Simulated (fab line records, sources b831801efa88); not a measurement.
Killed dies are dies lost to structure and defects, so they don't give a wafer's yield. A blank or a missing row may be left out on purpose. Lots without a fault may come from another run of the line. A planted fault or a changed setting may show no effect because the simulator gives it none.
fab line records | flow sky130
record lots=6 wafers=18 last_day=49
route steps=708 shown VIA3@589 METAL4@598 CAP2M@603 PAD_OPEN@708
lots that met no fault: from a run of the same line without faults
start_h: hours from the record's first day to the start of the lot's first wafer shown | wait_h: hours since the lot's step before | " the same as in the row above | L1.1+2: a row that stands for several wafers | - no value, or no start given | * or withheld: withheld | < > ~ a bound
route shown NAME@n: a module of which the file shows steps, and the number in the route of the first | usual: mean/standard deviation of fault-free wafers | same: alike in all rows | chamber/n: place in a boat | sites: the reading at each site | _std_site: their standard deviation | _edge_site: outer sites' mean less inner sites' | radius_mm: how far each site lies from the wafer's centre | mask NAME#n: copy n | behind: the tool/chamber that last shaped the wafer | hold: why the lot was held/for how many hours/how that ended | device: the transistor (n, p or np) that didn't switch | end of line: the same wafers' tests at the end of the route | a step without rows: its recipe alone | killed: dies lost to structure and defects at the first sort, not the wafer's yield | map: a wafer's dies, x killed, . not, _ none there
set.NAME: the setting as run; set.NAME@STEP: as run at that earlier step | model.NAME: the simulator's own value behind a step, which no gauge read
lots at some steps of the route; a table a step, a row a wafer
services: from which hour (start_h, from the record's first day; less than 0 if before it) a tool's chamber was out of use, for how many hours, and why
## steps
# step SKY_VIA3_STRIP_16
# recipe chemistry=O2/N2 power_w=1400 pressure_mtorr=1500 platen_temp_c=withheld o2_flow_sccm=3000 n2_flow_sccm=300 overash_fraction=0.5
# step SKY_VIA3_STRIP_17
# recipe chemistry=post_etch_residue_remover time_s=1200 temp_c=72.5
# step SKY_VIA3_CLEAN_18
# recipe chemistry=IPA time_s=180 temp_c=25
# step SKY_VIA3_CLEAN_19
# recipe chemistry=O3/DIW dry=n2_spin
# step SKY_VIA3_SPUTTER_20
# recipe material=TiN target_thk_nm=20 chamber_pressure_pa=5 power_w=4000 time_s=80
# usual throttle_valve_pct=29.7/1.1
# columns lot.wafer tool chamber start_h wait_h throttle_valve_pct
L698.2 pvd_sputter-01 - 959.25 0.0 30.6
L698.4 " - " " 29.0
L698.6 " - " " 30.6
L699.2 pvd_sputter-01 - 974.73 0.0 31.0
L699.3 " - " " 29.4
L699.4 " - " " 31.3
L709.4 pvd_sputter-04 - 1031.91 0.0 29.4
L709.5 " - " " 29.5
L709.6 " - " " 30.2
L710.1 pvd_sputter-04 - 1033.92 0.0 28.9
L710.3 " - " " 29.2
L710.5 " - " " 28.6
L711.3 pvd_sputter-01 - 1038.99 0.0 29.3
L711.5 " - " " 29.2
L711.6 " - " " 30.7
L712.1 pvd_sputter-04 - 1048.31 0.0 28.3
L712.4 " - " " 29.4
L712.6 " - " " 30.2
# step SKY_VIA3_CVD_21
# recipe material=W target_thk_nm=390 time_s=117.31 temp_c=400 pressure_torr=40
# step SKY_VIA3_RS_MEAS_22
# recipe thk_meas_gauge=four-point-probe reads=W_of_VIA3_CVD_21+TiN_of_VIA3_SPUTTER_20
# usual VIA3_W_RS=0.292/0.0048
# columns lot.wafer tool chamber start_h wait_h VIA3_W_RS[ohm/sq]
L698.2 film_metro-02 - 959.45 0.1 0.287
L698.4 " - " " 0.294
L698.6 " - " " 0.288
L699.2 film_metro-04 - 974.94 0.1 0.289
L699.3 " - " " 0.290
L699.4 " - " " 0.301
L709.4 film_metro-04 - 1032.16 0.1 0.295
L709.5 " - " " 0.283
L709.6 " - " " 0.297
L710.1 film_metro-02 - 1034.11 0.1 0.295
L710.3 " - " " 0.299
L710.5 " - " " 0.299
L711.3 film_metro-03 - 1039.21 0.1 0.291
L711.5 " - " " 0.293
L711.6 " - " " 0.299
L712.1 film_metro-04 - 1048.50 0.1 0.291
L712.4 " - " " 0.290
L712.6 " - " " 0.290
# step SKY_VIA3_THK_MEAS_23
# recipe thk_meas_gauge=xrf reads=W_of_VIA3_CVD_21
# usual VIA3_W_THK=396/7.9
# columns lot.wafer tool chamber start_h wait_h VIA3_W_THK[nm]
L698.2 film_metro-02 - 959.56 0.1 412
L698.4 " - " " 401
L698.6 " - " " 409
L699.2 film_metro-04 - 975.05 0.1 399
L699.3 " - " " 398
L699.4 " - " " 383
L709.4 film_metro-04 - 1032.25 0.1 390
L709.5 " - " " 405
L709.6 " - " " 388
L710.1 film_metro-02 - 1034.23 0.1 403
L710.3 " - " " 398
L710.5 " - " " 395
L711.3 film_metro-03 - 1039.31 0.1 396
L711.5 " - " " 398
L711.6 " - " " 388
L712.1 film_metro-04 - 1048.62 0.1 395
L712.4 " - " " 398
L712.6 " - " " 395
# step SKY_VIA3_CMP_24
# recipe stop_on=SiO2 t_overpolish_s=20 down_force_psi=3.5 platen_rpm=60 target_thk_nm=0 pad_velocity_m_s=0.94248
# step SKY_METAL4_SPUTTER_00
# recipe material=Ti target_thk_nm=15 power_w=3000 time_s=10 chamber_pressure_pa=0.4
# usual throttle_valve_pct=30.1/0.93
# columns lot.wafer tool chamber start_h wait_h throttle_valve_pct
L698.2 pvd_sputter-01 - 959.91 0.2 30.4
L698.4 " - " " 31.0
L698.6 " - " " 30.6
L699.2 pvd_sputter-01 - 975.40 0.2 29.0
L699.3 " - " " 30.4
L699.4 " - " " 30.9
L709.4 pvd_sputter-02 - 1032.58 0.1 30.0
L709.5 " - " " 30.4
L709.6 " - " " 31.3
L710.1 pvd_sputter-01 - 1034.59 0.1 31.0
L710.3 " - " " 28.9
L710.5 " - " " 29.3
L711.3 pvd_sputter-03 - 1039.65 0.2 30.9
L711.5 " - " " 31.1
L711.6 " - " " 28.7
L712.1 pvd_sputter-02 - 1048.98 0.1 28.4
L712.4 " - " " 30.1
L712.6 " - " " 28.9
# step SKY_METAL4_SPUTTER_01
# recipe material=TiN target_thk_nm=20 power_w=6500 time_s=16.7 chamber_pressure_pa=0.4
# step SKY_METAL4_SPUTTER_02
# recipe material=AlCu target_thk_nm=735 power_w=10600 time_s=39.1 chamber_pressure_pa=0.4
# usual throttle_valve_pct=30.1/0.93
# columns lot.wafer tool chamber start_h wait_h throttle_valve_pct
L698.2 pvd_sputter-01 - 959.96 0.0 30.4
L698.4 " - " " 31.1
L698.6 " - " " 30.6
L699.2 pvd_sputter-01 - 975.44 0.0 29.3
L699.3 " - " " 30.6
L699.4 " - " " 31.0
L709.4 pvd_sputter-02 - 1032.62 0.0 30.0
L709.5 " - " " 30.3
L709.6 " - " " 31.2
L710.1 pvd_sputter-01 - 1034.63 0.0 31.0
L710.3 " - " " 29.1
L710.5 " - " " 29.4
L711.3 pvd_sputter-03 - 1039.70 0.0 31.0
L711.5 " - " " 31.2
L711.6 " - " " 28.8
L712.1 pvd_sputter-02 - 1049.02 0.0 28.9
L712.4 " - " " 30.0
L712.6 " - " " 29.3
# step SKY_METAL4_SPUTTER_03
# recipe material=Ti target_thk_nm=5 power_w=3000 time_s=3.3 chamber_pressure_pa=0.4
# usual throttle_valve_pct=30.1/0.92
# columns lot.wafer tool chamber start_h wait_h throttle_valve_pct
L698.2 pvd_sputter-01 - 960.00 0.0 30.6
L698.4 " - " " 30.9
L698.6 " - " " 30.6
L699.2 pvd_sputter-01 - 975.48 0.0 29.3
L699.3 " - " " 30.8
L699.4 " - " " 30.9
L709.4 pvd_sputter-02 - 1032.66 0.0 30.2
L709.5 " - " " 30.1
L709.6 " - " " 31.1
L710.1 pvd_sputter-01 - 1034.67 0.0 30.7
L710.3 " - " " 29.3
L710.5 " - " " 29.2
L711.3 pvd_sputter-03 - 1039.74 0.0 31.0
L711.5 " - " " 31.4
L711.6 " - " " 28.9
L712.1 pvd_sputter-02 - 1049.06 0.0 28.6
L712.4 " - " " 30.2
L712.6 " - " " 29.2
# step SKY_METAL4_SPUTTER_04
# recipe material=TiN target_thk_nm=70 power_w=6500 time_s=58.3 chamber_pressure_pa=0.4
# usual throttle_valve_pct=30.1/0.93
# columns lot.wafer tool chamber start_h wait_h throttle_valve_pct
L698.2 pvd_sputter-01 - 960.02 0.0 30.5
L698.4 " - " " 31.0
L698.6 " - " " 30.6
L699.2 pvd_sputter-01 - 975.50 0.0 29.2
L699.3 " - " " 30.4
L699.4 " - " " 31.1
L709.4 pvd_sputter-02 - 1032.68 0.0 30.1
L709.5 " - " " 30.4
L709.6 " - " " 31.2
L710.1 pvd_sputter-01 - 1034.69 0.0 31.0
L710.3 " - " " 29.1
L710.5 " - " " 29.3
L711.3 pvd_sputter-03 - 1039.76 0.0 30.7
L711.5 " - " " 31.2
L711.6 " - " " 28.7
L712.1 pvd_sputter-02 - 1049.08 0.0 28.6
L712.4 " - " " 30.2
L712.6 " - " " 29.3
# step SKY_CAP2M_CVD_00
# recipe material=SiO2 target_thk_nm=15.5 temp_c=400 time_s=withheld rf_w=450
# step SKY_CAP2M_THK_MEAS_01
# recipe reads=SiO2_of_CAP2M_CVD_00
# usual CAP2M_CVD_00_THK=15.53/0.21
# columns lot.wafer tool chamber start_h wait_h CAP2M_CVD_00_THK[nm]
L698.2 film_metro-01 - 960.10 - 15.73
L698.4 " - " " 15.66
L698.6 " - " " 16.07
L699.2 film_metro-04 - 975.58 - 15.49
L699.3 " - " " 15.53
L699.4 " - " " 15.71
L709.4 film_metro-04 - 1032.78 - 15.29
L709.5 " - " " 15.59
L709.6 " - " " 15.55
L710.1 film_metro-04 - 1034.76 - 15.59
L710.3 " - " " 15.64
L710.5 " - " " 15.62
L711.3 film_metro-03 - 1039.85 - 15.57
L711.5 " - " " 15.65
L711.6 " - " " 15.64
L712.1 film_metro-01 - 1049.16 - 15.38
L712.4 " - " " 15.33
L712.6 " - " " 15.49
# step SKY_CAP2M_SPUTTER_02
# recipe material=TiN target_thk_nm=200 temp_c=300 power_w=6500 time_s=166.7 chamber_pressure_pa=0.4
# step SKY_CAP2M_RS_MEAS_03
# recipe thk_meas_gauge=four-point-probe reads=TiN_of_CAP2M_SPUTTER_02
# usual CAP2M_TIN_RS=6.88/0.076
# columns lot.wafer tool chamber start_h wait_h CAP2M_TIN_RS[ohm/sq]
L698.2 film_metro-03 - 960.28 0.1 6.87
L698.4 " - " " 6.91
L698.6 " - " " 6.84
L699.2 film_metro-01 - 975.76 0.1 6.79
L699.3 " - " " 6.84
L699.4 " - " " 6.87
L709.4 film_metro-03 - 1032.98 0.1 6.99
L709.5 " - " " 6.94
L709.6 " - " " 6.84
L710.1 film_metro-03 - 1034.93 0.1 6.91
L710.3 " - " " 6.99
L710.5 " - " " 6.89
L711.3 film_metro-01 - 1040.04 0.1 6.88
L711.5 " - " " 6.83
L711.6 " - " " 6.86
L712.1 film_metro-03 - 1049.33 0.1 6.73
L712.4 " - " " 6.81
L712.6 " - " " 6.78
# step SKY_CAP2M_THK_MEAS_04
# recipe thk_meas_gauge=xrf reads=TiN_of_CAP2M_SPUTTER_02
# usual CAP2M_TIN_THK=199.9/2.5
# columns lot.wafer tool chamber start_h wait_h CAP2M_TIN_THK[nm]
L698.2 film_metro-03 - 960.39 0.1 198.7
L698.4 " - " " 196.8
L698.6 " - " " 199.1
L699.2 film_metro-01 - 975.87 0.1 204.1
L699.3 " - " " 203.4
L699.4 " - " " 202.4
L709.4 film_metro-03 - 1033.07 0.1 196.2
L709.5 " - " " 196.9
L709.6 " - " " 200.2
L710.1 film_metro-03 - 1035.05 0.1 197.8
L710.3 " - " " 195.9
L710.5 " - " " 199.2
L711.3 film_metro-01 - 1040.14 0.1 201.7
L711.5 " - " " 203.0
L711.6 " - " " 201.8
L712.1 film_metro-03 - 1049.45 0.1 203.1
L712.4 " - " " 199.9
L712.6 " - " " 201.7
# step SKY_CAP2M_DEHYDRATE_05
# recipe temp_c=200 time_s=60
# step SKY_CAP2M_HMDS_06
# recipe prime_time_s=60 prime_temp_c=120
# step SKY_CAP2M_COAT_07
# recipe resist=NOVOLAK spin_rpm=3000 resist_thk_nm=1140
# step SKY_CAP2M_SOFTBAKE_08
# recipe temp_c=88.85 time_s=60 resist=NOVOLAK
# step SKY_CAP2M_EXPOSE_09
# recipe mask_id=CAP2M na=0.6 source_shape=conventional sigma_outer=0.6 polarization=unpolarized target_cd_nm=1000 dose_mj=159
# step SKY_CAP2M_PEB_10
# recipe temp_c=withheld time_s=* resist=NOVOLAK
# step SKY_CAP2M_DEVELOP_11
# recipe resist=NOVOLAK developer=TMAH develop_time_s=60 dev_temp_c=23
# step SKY_CAP2M_OVL_MEAS_12
# usual CAP2M_OVL=-1.1/1.6
# columns lot.wafer tool chamber start_h wait_h CAP2M_OVL[nm]
L698.2 overlay-02 - 983.45 0.1 0.4
L698.4 " - " " -0.9
L698.6 " - " " 1.2
L699.2 overlay-02 - 999.56 0.1 -1.4
L699.3 " - " " -0.1
L699.4 " - " " 1.3
L709.4 overlay-01 - 1054.11 0.1 -4.1
L709.5 " - " " -2.3
L709.6 " - " " -4.4
L710.1 overlay-02 - 1057.09 0.1 -1.0
L710.3 " - " " -1.5
L710.5 " - " " -1.5
L711.3 overlay-02 - 1061.11 0.1 -3.8
L711.5 " - " " -2.1
L711.6 " - " " -4.3
L712.1 overlay-01 - 1070.35 0.1 0.5
L712.4 " - " " -1.1
L712.6 " - " " 0.5
# step SKY_CAP2M_METAL_ETCH_13
# recipe target_depth_nm=220 stop_on=SiO2 chemistry=Cl2/BCl3 target=TiN pressure_mtorr=10 icp_w=900 bias_w=48.5 Cl2_flow_sccm=60 bcl3_flow_sccm=30 time_s=62.9
# step SKY_CAP2M_STRIP_14
# recipe chemistry=O2/N2 power_w=1400 pressure_mtorr=1500 platen_temp_c=withheld o2_flow_sccm=3000 n2_flow_sccm=300 overash_fraction=0.5
# usual drypump_motor_current_A=5.4/0.39 o2_flow_sccm=3000/9.3 oes_product_au=0.711/0.0045 strip_time_to_endpoint_s=12.74/0.05
# columns lot.wafer tool chamber start_h wait_h drypump_motor_current_A o2_flow_sccm oes_product_au rf_hours_counter_h strip_time_to_endpoint_s
L698.2 plasma_asher-03 1 983.55 0.1 5.5 2998 0.708 23 12.72
L698.4 " 1 " " 5.5 3003 0.717 - 12.70
L698.6 " 0 " " 4.8 3008 0.709 - 12.70
L699.2 plasma_asher-01 1 999.67 0.1 5.2 3000 0.710 86 12.82
L699.3 " 0 " " 5.5 3015 0.709 - 12.73
L699.4 " 1 " " 5.2 2998 0.710 - 12.80
L709.4 plasma_asher-03 0 1054.24 0.1 4.8 3007 0.712 - 12.83
L709.5 " 1 " " 5.5 3019 0.707 - 12.83
L709.6 " 0 " " 4.8 2983 0.716 - 12.77
L710.1 plasma_asher-01 0 1057.20 0.1 5.5 3008 0.703 91 12.67
L710.3 " 1 " " 5.2 3002 0.703 - 12.69
L710.5 " 0 " " 5.5 2991 0.703 - 12.71
L711.3 plasma_asher-03 1 1061.25 0.1 5.5 3006 0.715 - 12.74
L711.5 " 1 " " 5.5 2999 0.708 - 12.77
L711.6 " 0 " " 4.8 3005 0.709 - 12.81
L712.1 plasma_asher-01 0 1070.46 0.1 5.5 2998 0.704 93 12.78
L712.4 " 1 " " 5.2 2989 0.711 - 12.79
L712.6 " 0 " " 5.5 3001 0.712 - 12.80
# step SKY_CAP2M_STRIP_15
# recipe chemistry=post_etch_residue_remover time_s=1200 temp_c=72.5
# step SKY_CAP2M_CLEAN_16
# recipe chemistry=IPA time_s=180 temp_c=25
# step SKY_CAP2M_CLEAN_17
# recipe chemistry=O3/DIW dry=n2_spin
# step SKY_METAL4_DEHYDRATE_05
# recipe temp_c=200 time_s=60
# step SKY_METAL4_HMDS_06
# recipe prime_time_s=60 prime_temp_c=120
# step SKY_METAL4_COAT_07
# recipe resist=BARC temp_c=withheld time_s=withheld spin_rpm=3000 resist_thk_nm=60
# step SKY_METAL4_COAT_08
# recipe resist=KrF-thick spin_rpm=3000 resist_thk_nm=1140
# step SKY_METAL4_SOFTBAKE_09
# recipe temp_c=100 time_s=90 resist=KrF-thick
# step SKY_METAL4_EXPOSE_10
# recipe mask_id=MM4 na=0.68 source_shape=annular sigma_inner=0.4 sigma_outer=0.8 target_cd_nm=300 dose_mj=27.44
# step SKY_METAL4_PEB_11
# recipe peb_temp_c=withheld peb_time_s=withheld resist=KrF-thick
# step SKY_METAL4_DEVELOP_12
# recipe develop_time_s=60 resist=KrF-thick dev_temp_c=21
# step SKY_METAL4_CD_MEAS_13
# recipe target_cd_nm=300
# usual cd_nm=299.9/1.3
# columns lot.wafer tool chamber start_h wait_h cd_nm
L698.2 cd_sem-01 - 1006.91 - 300.5
L698.4 " - " " 299.8
L698.6 " - " " 299.8
L699.2 cd_sem-02 - 1022.86 - 301.7
L699.3 " - " " 299.5
L699.4 " - " " 301.4
L709.4 cd_sem-01 - 1076.22 - 299.9
L709.5 " - " " 299.5
L709.6 " - " " 300.1
L710.1 cd_sem-02 - 1079.04 - 300.2
L710.3 " - " " 300.9
L710.5 " - " " 301.8
L711.3 cd_sem-02 - 1081.75 - 299.9
L711.5 " - " " 298.3
L711.6 " - " " 299.3
L712.1 cd_sem-01 - 1092.73 - 301.6
L712.4 " - " " 301.3
L712.6 " - " " 301.3
# step SKY_METAL4_OVL_MEAS_14
# usual METAL4_OVL=-1/5.8
# columns lot.wafer tool chamber start_h wait_h METAL4_OVL[nm]
L698.2 overlay-02 - 1007.02 0.1 -6
L698.4 " - " " -9
L698.6 " - " " -6
L699.2 overlay-02 - 1022.97 0.1 4
L699.3 " - " " 4
L699.4 " - " " 1
L709.4 overlay-01 - 1076.30 0.1 3
L709.5 " - " " 5
L709.6 " - " " -1
L710.1 overlay-01 - 1079.16 0.1 7
L710.3 " - " " 3
L710.5 " - " " 9
L711.3 overlay-02 - 1081.84 0.1 12
L711.5 " - " " 1
L711.6 " - " " -2
L712.1 overlay-02 - 1092.85 0.1 7
L712.4 " - " " -4
L712.6 " - " " -3
# step SKY_PAD_OPEN_PROBE_99
# usual defect_limited_yield=81.8/2 killed_at_M0_to_M3=44/7.5 killed_at_M4_up=3.3/1.8 killed_at_contacts=25/5.9 killed_at_front_end=16/4.7 killed_at_other=0.3/0.52 killed_dies=89/9.9 killed_open=49/7.8 killed_short=40/5.8 sort_bin_3_pad_short=0.9/0.43 sort_bin_5_function=10.8/1.5 sort_bin_6_memory=6.4/1.1 sort_n_pass=403/9.9 sort_yield_pct=81.8/2
# same gross_dies=492 killed_at_back_side=0 sort_bin_4_leakage[%]=0 sort_bin_8_speed[%]=0
# columns lot.wafer tool chamber start_h wait_h defect_limited_yield[%] killed_at_M0_to_M3 killed_at_M4_up killed_at_contacts killed_at_front_end killed_at_other killed_dies killed_open killed_short sort_bin_3_pad_short[%] sort_bin_5_function[%] sort_bin_6_memory[%] sort_n_pass sort_yield_pct[%] model.etest.tester.sort_n_pass model.etest.tester.sort_yield_pct model.etest.tester.sort_bin_5_pct model.etest.tester.sort_bin_3_pct
L698.2 prober-02 - 1100.06 0.1 76.2 46 24 35 12 0 117 58 39 2.0 13.4 8.3 375 76.2 375 76.22 13.41 2.033
L698.4 prober-02 - 1100.16 0.2 74.6 39 52 19 15 0 125 37 37 3.7 14.8 6.9 367 74.6 367 74.59 14.84 3.659
L698.6 prober-02 - 1100.26 0.2 79.9 39 21 29 10 0 99 46 33 1.2 11.8 7.1 393 79.9 393 79.88 11.79 1.22
L699.2 prober-01 - 1112.97 0.1 69.9 41 63 32 12 0 148 53 33 2.2 20.1 7.7 344 69.9 344 69.92 20.12 2.236
L699.3 prober-01 - 1113.02 0.2 75.6 42 25 40 13 0 120 55 42 2.8 13.8 7.7 372 75.6 372 75.61 13.82 2.846
L699.4 prober-01 - 1113.07 0.2 74.0 43 44 23 18 0 128 47 41 4.7 16.3 5.1 364 74.0 364 73.98 16.26 4.675
L709.4 prober-01 - 1162.94 0.2 81.1 41 7 33 12 0 93 50 43 0.6 13.4 4.9 399 81.1 399 81.1 13.41 0.6098
L709.5 prober-01 - 1162.99 0.2 80.3 50 3 29 15 0 97 57 40 0.6 10.8 8.3 395 80.3 395 80.28 10.77 0.6098
L709.6 prober-01 - 1163.04 0.2 83.5 27 7 28 19 0 81 38 43 0.6 9.3 6.5 411 83.5 411 83.54 9.35 0.6098
L710.1 prober-02 - 1163.11 0.1 82.3 47 5 20 15 0 87 49 38 0.6 9.8 7.3 405 82.3 405 82.32 9.756 0.6098
L710.3 prober-02 - 1163.21 0.2 79.7 43 2 30 25 0 100 55 45 0.8 12.2 7.3 392 79.7 392 79.67 12.2 0.813
L710.5 prober-02 - 1163.31 0.2 79.7 50 4 26 20 0 100 57 43 1.0 12.6 6.7 392 79.7 392 79.67 12.6 1.016
L711.3 prober-01 - 1165.21 0.2 82.3 48 5 21 13 0 87 49 38 0.6 10.2 6.9 405 82.3 405 82.32 10.16 0.6098
L711.5 prober-01 - 1165.31 0.2 81.7 41 3 31 15 0 90 43 47 1.0 11.2 6.1 402 81.7 402 81.71 11.18 1.016
L711.6 prober-01 - 1165.36 0.2 77.8 63 5 32 9 0 109 58 51 1.4 12.8 7.9 383 77.8 383 77.85 12.8 1.423
L712.1 prober-02 - 1174.21 0.1 82.9 52 1 18 13 0 84 50 34 1.6 9.3 6.1 408 82.9 408 82.93 9.35 1.626
L712.4 prober-02 - 1174.36 0.2 81.7 44 4 26 16 0 90 40 50 1.6 10.2 6.5 402 81.7 402 81.71 10.16 1.626
L712.6 prober-02 - 1174.46 0.2 85.6 32 4 21 13 1 71 37 34 0.4 8.7 5.3 421 85.6 421 85.57 8.74 0.4065
# killed by level:class
L698.2 METAL4:unspecified=19 CONTACT:geometric_particle:open=12 LI_CONTACT:geometric_particle:open=12 VIA2:geometric_particle:open=10 VIA1:geometric_particle:open=10 VIA1:geometric_particle:short=8 POLY_GATE:geometric_particle:short=6 METAL1:geometric_particle:short=5
L698.4 METAL4:unspecified=51 VIA1:geometric_particle:open=9 LI_CONTACT:geometric_particle:open=5 LOCAL_INTERCONNECT:geometric_particle:short=5 VIA1:geometric_particle:short=5 METAL2:geometric_particle:short=5 VIA3:geometric_particle:open=5 FIELD_ISO:geometric_particle:short=4
L698.6 METAL4:unspecified=20 CONTACT:geometric_particle:open=11 VIA1:geometric_particle:open=8 VIA3:geometric_particle:open=8 LI_CONTACT:geometric_particle:open=7 CONTACT:geometric_particle:short=6 VIA2:geometric_particle:open=6 FIELD_ISO:geometric_particle:short=5
L699.2 METAL4:unspecified=62 VIA1:geometric_particle:open=15 CONTACT:geometric_particle:open=11 LI_CONTACT:geometric_particle:open=7 CONTACT:geometric_particle:short=7 METAL3:geometric_particle:short=6 VIA2:geometric_particle:open=6 POLY_GATE:geometric_particle:open=5
L699.3 METAL4:unspecified=23 LI_CONTACT:geometric_particle:open=13 CONTACT:geometric_particle:open=12 VIA1:geometric_particle:open=9 VIA3:geometric_particle:open=8 LI_CONTACT:geometric_particle:short=5 VIA1:geometric_particle:short=5 POLY_GATE:geometric_particle:short=4
L699.4 METAL4:unspecified=39 POLY_GATE:geometric_particle:short=7 LI_CONTACT:geometric_particle:open=7 VIA1:geometric_particle:open=7 CONTACT:geometric_particle:open=6 VIA2:geometric_particle:open=6 FIELD_ISO:geometric_particle:open=5 CONTACT:geometric_particle:short=5
L709.4 CONTACT:geometric_particle:open=15 VIA1:geometric_particle:open=14 VIA2:geometric_particle:short=7 LOCAL_INTERCONNECT:geometric_particle:short=6 CONTACT:geometric_particle:short=5 METAL1:geometric_particle:short=5 VIA4:geometric_particle:open=4 FIELD_ISO:geometric_particle:short=3
L709.5 VIA1:geometric_particle:open=13 VIA3:geometric_particle:open=10 VIA1:geometric_particle:short=9 LI_CONTACT:geometric_particle:open=7 CONTACT:geometric_particle:short=7 CONTACT:geometric_particle:open=7 VIA2:geometric_particle:open=7 FIELD_ISO:geometric_particle:open=5
L709.6 LOCAL_INTERCONNECT:geometric_particle:short=7 CONTACT:geometric_particle:open=7 VIA1:geometric_particle:open=7 METAL4:geometric_particle:short=7 LI_CONTACT:geometric_particle:open=6 LI_CONTACT:geometric_particle:short=5 VIA1:geometric_particle:short=5 FIELD_ISO:geometric_particle:open=4
L710.1 CONTACT:geometric_particle:open=7 VIA1:geometric_particle:open=7 VIA3:geometric_particle:open=7 METAL1:geometric_particle:short=6 LI_CONTACT:geometric_particle:open=6 VIA2:geometric_particle:short=6 CONTACT:geometric_particle:short=5 VIA2:geometric_particle:open=5
L710.3 VIA1:geometric_particle:open=13 CONTACT:geometric_particle:open=12 LI_CONTACT:geometric_particle:open=8 FIELD_ISO:geometric_particle:open=7 FIELD_ISO:geometric_particle:short=7 METAL1:geometric_particle:short=7 CONTACT:geometric_particle:short=6 POLY_GATE:geometric_particle:short=5
L710.5 CONTACT:geometric_particle:open=10 VIA2:geometric_particle:open=10 LI_CONTACT:geometric_particle:open=8 VIA1:geometric_particle:open=8 POLY_GATE:geometric_particle:short=6 VIA3:geometric_particle:open=6 FIELD_ISO:geometric_particle:short=5 VIA2:geometric_particle:short=5
L711.3 VIA1:geometric_particle:open=14 CONTACT:geometric_particle:open=9 METAL2:geometric_particle:short=6 VIA3:geometric_particle:open=5 VIA2:geometric_particle:open=4 POLY_GATE:geometric_particle:short=4 LI_CONTACT:geometric_particle:open=4 VIA1:geometric_particle:short=4
L711.5 VIA1:geometric_particle:open=10 LOCAL_INTERCONNECT:geometric_particle:short=9 VIA2:geometric_particle:open=7 CONTACT:geometric_particle:open=7 LI_CONTACT:geometric_particle:open=5 CONTACT:geometric_particle:short=5 METAL2:geometric_particle:short=5 VIA3:geometric_particle:short=5
L711.6 CONTACT:geometric_particle:open=11 VIA1:geometric_particle:open=11 VIA2:geometric_particle:open=11 VIA3:geometric_particle:open=10 VIA1:geometric_particle:short=9 LI_CONTACT:geometric_particle:open=8 VIA3:geometric_particle:short=7 CONTACT:geometric_particle:short=6
L712.1 VIA1:geometric_particle:open=13 VIA3:geometric_particle:open=8 LI_CONTACT:geometric_particle:open=7 CONTACT:geometric_particle:open=7 METAL2:geometric_particle:short=7 METAL1:geometric_particle:short=7 POLY_GATE:geometric_particle:short=5 VIA2:geometric_particle:open=5
L712.4 VIA1:geometric_particle:open=13 CONTACT:geometric_particle:open=12 LOCAL_INTERCONNECT:geometric_particle:short=9 FIELD_ISO:geometric_particle:short=8 METAL2:geometric_particle:short=8 VIA3:geometric_particle:short=5 VIA3:geometric_particle:open=5 METAL1:geometric_particle:short=4
L712.6 VIA1:geometric_particle:open=11 METAL3:geometric_particle:short=6 CONTACT:geometric_particle:open=5 POLY_GATE:geometric_particle:short=4 LI_CONTACT:geometric_particle:short=4 VIA1:geometric_particle:short=4 VIA2:geometric_particle:open=4 FIELD_ISO:geometric_particle:open=3
# map L698.4 (x killed, . not)
__________x..xxxxxxx_________
________....x.xxxxxxxx_______
______...x.....xxxxxxxxx_____
_____....x.x..xxxxxxxxxxx____
____xx......x..xxxxxxxxx..___
___x...x.........xxxxxxx.xx__
__...............xxxxx.x...._
_.........xx.................
_x........xx.....x....x...x..
_.......x...x.....x........x.
_..........x.x......x.x......
_....x.xx.........x..........
_.....xx.......x........x.x..
_..........x....xx.......x...
_x....x.............x......x.
__.................xxx......_
___.....xxx.............x..__
____.x.x.x........x..x.x..___
_____..x.....x..x........____
______...x.......x....x._____
________..x.....xx...x_______
__________.........._________
# map L699.2 (x killed, . not)
__________........x._________
________.....x........_______
______...x.............._____
_____x.............x...x.____
____.....xx............xx.___
___.....x..x.......x.......__
__.....x.........xx.....x.x._
_x.x.x.x..x.xxxxxx.......x...
_.xx.....xxxxxxx.xx....x..xx.
_.x.....x.xxxxxxx.xxx...xx...
_.....xxxxxxxxxxxx.x...xx..x.
_..x.x..xxxxxxxxxxxx.x.....xx
_.x..x....xxxxxxxx..x...x....
_......x..xxxxxxx.....x.....x
_.......x..xxx..........x....
__..............x....x.x.xx._
___.x.....xx..x.....x..x...__
____.....x....x..........x___
_____x........xx.....x...____
______..xxx...x....x...._____
________..x.x.xx......_______
__________xxx......._________
## services
# columns tool chamber start_h hours kind
pvd_sputter-02 - 935.67 5.1 repair
pvd_sputter-04 - 942.29 3.1 repair
pvd_sputter-02 1 952.07 - consumable_replace:kit
pvd_sputter-02 1 952.07 18.0 scheduled_down
pvd_sputter-02 1 952.07 18.0 vent_cycle
plasma_asher-03 - 956.20 0.9 repair
pvd_sputter-01 3 985.11 - consumable_replace:kit
pvd_sputter-01 3 985.11 18.0 scheduled_down
pvd_sputter-01 3 985.11 18.0 vent_cycle
pvd_sputter-01 - 1002.92 2.7 repair
plasma_asher-01 - 1026.45 3.0 repair
plasma_asher-03 - 1036.94 0.7 repair
pvd_sputter-01 - 1052.08 0.5 repair
pvd_sputter-02 - 1056.55 1.4 repair
## key
first_sign step=SKY_PAD_OPEN_PROBE_99 reading=killed_at_M4_up direction=up sigmas=19 usual=3.3 struck=38.2
effect step=SKY_PAD_OPEN_PROBE_99 reading=sort_bin_3_pad_short direction=up sigmas=4.4 usual=0.9 struck=2.8
model_effect step=SKY_PAD_OPEN_PROBE_99 value=etest.tester.sort_n_pass without=398 struck=369.2
met_at SKY_METAL4_SPUTTER_03
struck_wafers L698.2,L698.4,L698.6,L699.2,L699.3,L699.4
fault kind=chamber_particle_source tool=pvd_sputter-01 chamber=- onset_h=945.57 steps=SKY_METAL4_SPUTTER_03 rate_per_visit_cm2=1.2623 end_h=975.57
